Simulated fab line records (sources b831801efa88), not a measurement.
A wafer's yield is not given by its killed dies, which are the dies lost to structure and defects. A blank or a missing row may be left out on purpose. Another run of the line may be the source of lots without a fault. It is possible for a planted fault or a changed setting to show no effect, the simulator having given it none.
Check of tool commonality | flow sky130 | Sample size 13 lots and 39 wafers

WHY THIS WAS OPENED
Of 13 lots, 2 have the reading VT_ADJUST_LVTN_TW flagged at SKY_VT_ADJUST_LVTN_TW_MEAS_10. Wafers without a fault read 240.2, standard deviation 2.3.
Rule: a lot gets a flag if all its wafers with a number sit over 4 standard deviations from that mean, or if no wafer of it has a number. All remaining lots are regarded as sound.

lot  | measured     | on            | VT_ADJUST_LVTN_TW, wafer by wafer | flag
L748 | day 7 07:23  | film metro-01 | 239.9 239.4 239.6                 |
L749 | day 7 09:54  | film metro-02 | 238.0 238.4 238.6                 |
L751 | day 7 17:16  | film metro-03 | 243.3 243.2 242.9                 |
L752 | day 8 06:41  | film metro-02 | 240.1 238.6 239.1                 |
L754 | day 8 12:43  | film metro-01 | 237.9 237.9 240.1                 |
L756 | day 9 00:22  | film metro-01 | 240.2 238.9 240.3                 |
L757 | day 9 09:20  | film metro-01 | 238.5 239.1 239.6                 |
L758 | day 9 13:10  | film metro-03 | 245.8 243.0 244.0                 |
L759 | day 9 21:26  | film metro-02 | 210.8 210.0 210.3                 | FLAGGED
L761 | day 10 14:53 | film metro-03 | 245.7 244.7 244.6                 |
L763 | day 11 01:56 | film metro-02 | 211.2 209.4 210.4                 | FLAGGED
L769 | day 12 17:02 | film metro-03 | 243.8 243.4 243.5                 |
L771 | day 13 14:56 | film metro-01 | 238.8 238.5 238.9                 |
The mean of the flagged lots' numbers is 210.3, -29.8 from the usual (-13 standard deviations).

WHICH TOOL RAN EACH LOT
The record keeps 1 process step preceding the reading, out of 708 steps on the route. Every cell lists first the tool, next ch and the chambers used by the sampled wafers, and last the start.
lot  | flag    | SKY_VT_ADJUST_LVTN_IMPLANT_08
L748 |         | implanter-04 ch 0, day 7 07:08
L749 |         | implanter-03 ch 0, day 7 09:40
L751 |         | implanter-03 ch 0, day 7 17:01
L752 |         | implanter-01 ch 0, day 8 06:27
L754 |         | implanter-04 ch 0, day 8 12:28
L756 |         | implanter-03 ch 0, day 9 00:08
L757 |         | implanter-01 ch 0, day 9 09:05
L758 |         | implanter-01 ch 0, day 9 12:55
L759 | FLAGGED | implanter-01 ch 0, day 9 21:13
L761 |         | implanter-03 ch 0, day 10 14:39
L763 | FLAGGED | implanter-01 ch 0, day 11 01:41
L769 |         | implanter-03 ch 0, day 12 16:47
L771 |         | implanter-03 ch 0, day 13 14:41
What is done by these steps:
- SKY_VT_ADJUST_LVTN_IMPLANT_08
- SKY_VT_ADJUST_LVTN_TW_MEAS_10

FLAGGED AGAINST TOTAL, ONE TOOL AT A TIME (gauges that did the reading follow at the end)
step                          | tool          | lots run | flagged | share of the flagged lots | sound lots run after its first flagged lot
SKY_VT_ADJUST_LVTN_IMPLANT_08 | implanter-01  | 5        | 2       | all                       | 0
SKY_VT_ADJUST_LVTN_IMPLANT_08 | implanter-03  | 6        | 0       | none                      | -
SKY_VT_ADJUST_LVTN_IMPLANT_08 | implanter-04  | 2        | 0       | none                      | -
SKY_VT_ADJUST_LVTN_TW_MEAS_10 | film metro-01 | 5        | 0       | none                      | -
SKY_VT_ADJUST_LVTN_TW_MEAS_10 | film metro-02 | 4        | 2       | all                       | 0
SKY_VT_ADJUST_LVTN_TW_MEAS_10 | film metro-03 | 4        | 0       | none                      | -

WHAT THE TABLE PERMITS
implanter-01 at SKY_VT_ADJUST_LVTN_IMPLANT_08 and film metro-02 at SKY_VT_ADJUST_LVTN_TW_MEAS_10 are the 2 rows of the table that ran each flagged lot.
- implanter-01 at SKY_VT_ADJUST_LVTN_IMPLANT_08: 2 of its 5 lots flagged. It ran its last sound lot, L758, at day 9 12:55 and its first flagged lot, L759, at day 9 21:13: a fault with its onset between the two fits. Its own readings (dose ions cm2, faraday current uA) fall more than 4 standard deviations out on all wafers of the flagged lots.
- film metro-02 at SKY_VT_ADJUST_LVTN_TW_MEAS_10: 2 of its 4 lots flagged. It ran its last sound lot, L752, at day 8 06:41 and its first flagged lot, L759, at day 9 21:26: a fault with its onset between the two fits.
A lot count leaves these 2 tools indistinguishable: every one of them fits a fault beginning at some hour. More lots, or a look at what each step does to the wafer, might.

WHAT WAS PUT IN BY THE SIMULATOR
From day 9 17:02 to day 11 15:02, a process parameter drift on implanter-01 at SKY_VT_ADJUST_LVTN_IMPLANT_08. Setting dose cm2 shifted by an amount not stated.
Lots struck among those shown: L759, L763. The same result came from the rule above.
